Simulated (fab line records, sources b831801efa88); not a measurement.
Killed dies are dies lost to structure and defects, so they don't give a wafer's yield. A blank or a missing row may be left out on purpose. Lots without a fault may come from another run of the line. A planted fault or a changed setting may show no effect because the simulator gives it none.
Which tool did it? | flow sky130 | 13 lots, 39 wafers sampled, at 3 steps of a route of 708

WHAT THE GAUGES READ, wafer by wafer
SKY_NWELL_OVL_MEAS_10. Usual: NWELL_00_OVL -0.7 nm, standard deviation 1.
lot  | measured     | on         | NWELL_00_OVL (nm) | flag
L810 | day 4 14:22  | overlay-01 | 1.1 -1.0 -2.0     |
L813 | day 5 11:59  | overlay-02 | -0.2 0.6 0.6      |
L817 | day 6 08:15  | overlay-01 | 0.0 0.3 1.5       |
L818 | day 6 14:25  | overlay-01 | 0.0 -0.5 -0.3     |
L820 | day 7 03:35  | overlay-01 | -0.7 -0.1 0.3     |
L822 | day 7 15:40  | overlay-02 | -2.8 -2.1 -1.2    |
L825 | day 8 05:16  | overlay-02 | -0.1 -0.4 -0.1    |
L828 | day 8 21:04  | overlay-02 | -1.4 0.4 -1.1     |
L829 | day 9 05:35  | overlay-01 | 0.6 0.1 0.3       |
L830 | day 9 13:25  | overlay-02 | 0.6 0.1 0.5       |
L831 | day 9 18:40  | overlay-02 | -0.8 -0.8 -0.7    |
L832 | day 9 22:50  | overlay-02 | 0.5 0.0 -0.1      |
L833 | day 10 05:16 | overlay-02 | -2.2 -0.2 -1.2    |

SKY_NWELL_RS_MEAS_29: measures by four-point-probe. Usual: NWELL_RS 625.7 ohm/sq, standard deviation 1.5.
lot  | measured     | on            | NWELL_RS (ohm/sq) | flag
L810 | day 5 08:46  | film_metro-04 | 624.1 625.9 626.1 |
L813 | day 6 08:26  | film_metro-01 | 625.2 625.3 625.5 |
L817 | day 7 05:16  | film_metro-03 | 622.5 623.7 623.3 |
L818 | day 7 11:26  | film_metro-03 | 624.6 623.2 624.0 |
L820 | day 8 00:36  | film_metro-04 | 626.4 626.6 626.1 |
L822 | day 8 13:38  | film_metro-01 | 628.2 628.7 628.3 |
L825 | day 9 04:11  | film_metro-04 | 625.5 625.5 624.2 |
L828 | day 9 19:43  | film_metro-03 | 628.9 628.7 628.4 |
L829 | day 10 04:30 | film_metro-03 | 624.7 624.3 623.9 |
L830 | day 10 12:38 | film_metro-01 | 624.6 625.6 624.9 |
L831 | day 10 18:07 | film_metro-04 | 627.7 626.7 628.2 |
L832 | day 10 22:23 | film_metro-03 | 623.7 624.5 625.8 |
L833 | day 11 04:29 | film_metro-01 | 626.4 627.9 626.3 |

WHICH TOOL RAN EACH LOT (tool, then ch and the chambers of the sampled wafers, then the start)
lot  | SKY_PWDE_STRIP_09
L810 | plasma_asher-02 ch 0,1, day 3 21:50
L813 | plasma_asher-03 ch 0,1, day 4 18:05
L817 | plasma_asher-03 ch 0,1, day 5 12:32
L818 | plasma_asher-02 ch 0,1, day 5 18:58
L820 | plasma_asher-03 ch 0,1, day 6 08:29
L822 | plasma_asher-04 ch 0,1, day 6 19:16
L825 | plasma_asher-02 ch 0,1, day 7 08:32
L828 | plasma_asher-02 ch 0,1, day 8 00:14
L829 | plasma_asher-04 ch 0,1, day 8 08:31
L830 | plasma_asher-04 ch 0,1, day 8 15:35
L831 | plasma_asher-02 ch 0, day 8 20:44
L832 | plasma_asher-02 ch 0,1, day 9 01:02
L833 | plasma_asher-04 ch 0,1, day 9 07:08
- SKY_PWDE_STRIP_09: strips in O2/N2.

WHAT THE TOOLS THEMSELVES READ (means of the sampled wafers that have a number; where no wafer has one, the mark that the record gives instead)
SKY_PWDE_STRIP_09. Usual: drypump_motor_current_A 5.8 A, standard deviation 0.49; oes_product_au 0.723 a.u., standard deviation 0.0046; strip_time_to_endpoint_s 36.92 s, standard deviation 0.082.
lot  | tool            | drypump_motor_current_A (A) | oes_product_au (a.u.) | strip_time_to_endpoint_s (s) | flag
L810 | plasma_asher-02 | 6.3                         | 0.719                 | 36.93                        |
L813 | plasma_asher-03 | 5.6                         | 0.719                 | 36.95                        |
L817 | plasma_asher-03 | 5.6                         | 0.723                 | 37.05                        |
L818 | plasma_asher-02 | 6.4                         | 0.723                 | 36.94                        |
L820 | plasma_asher-03 | 5.4                         | 0.724                 | 36.86                        |
L822 | plasma_asher-04 | 5.5                         | 0.718                 | 37.01                        |
L825 | plasma_asher-02 | 6.4                         | 0.724                 | 36.91                        |
L828 | plasma_asher-02 | 6.4                         | 0.722                 | 36.97                        |
L829 | plasma_asher-04 | 5.5                         | 0.725                 | 36.87                        |
L830 | plasma_asher-04 | 5.3                         | 0.720                 | 36.89                        |
L831 | plasma_asher-02 | 6.2                         | 0.721                 | 36.93                        |
L832 | plasma_asher-02 | 6.4                         | 0.719                 | 37.00                        |
L833 | plasma_asher-04 | 5.3                         | 0.721                 | 36.84                        |

THE ANSWER, worked out from the rows above alone
Rule: a lot is off if the mean of its wafers that have a number lies more than 3 standard deviations from the usual mean. A lot without any number at a reading at which 4 lots or more have one is off too. The other lots that the step has rows for count as sound. The gauges are gone through in route order, then the tools' own readings, and for those a lot's mean is taken as printed above. The first step at which some lot is off is used, and at that step the reading that is off furthest; a lot without a number counts as furthest.
No lot is off at any reading shown: from this, nothing can be told.

WHAT THE SIMULATOR HAD PUT IN
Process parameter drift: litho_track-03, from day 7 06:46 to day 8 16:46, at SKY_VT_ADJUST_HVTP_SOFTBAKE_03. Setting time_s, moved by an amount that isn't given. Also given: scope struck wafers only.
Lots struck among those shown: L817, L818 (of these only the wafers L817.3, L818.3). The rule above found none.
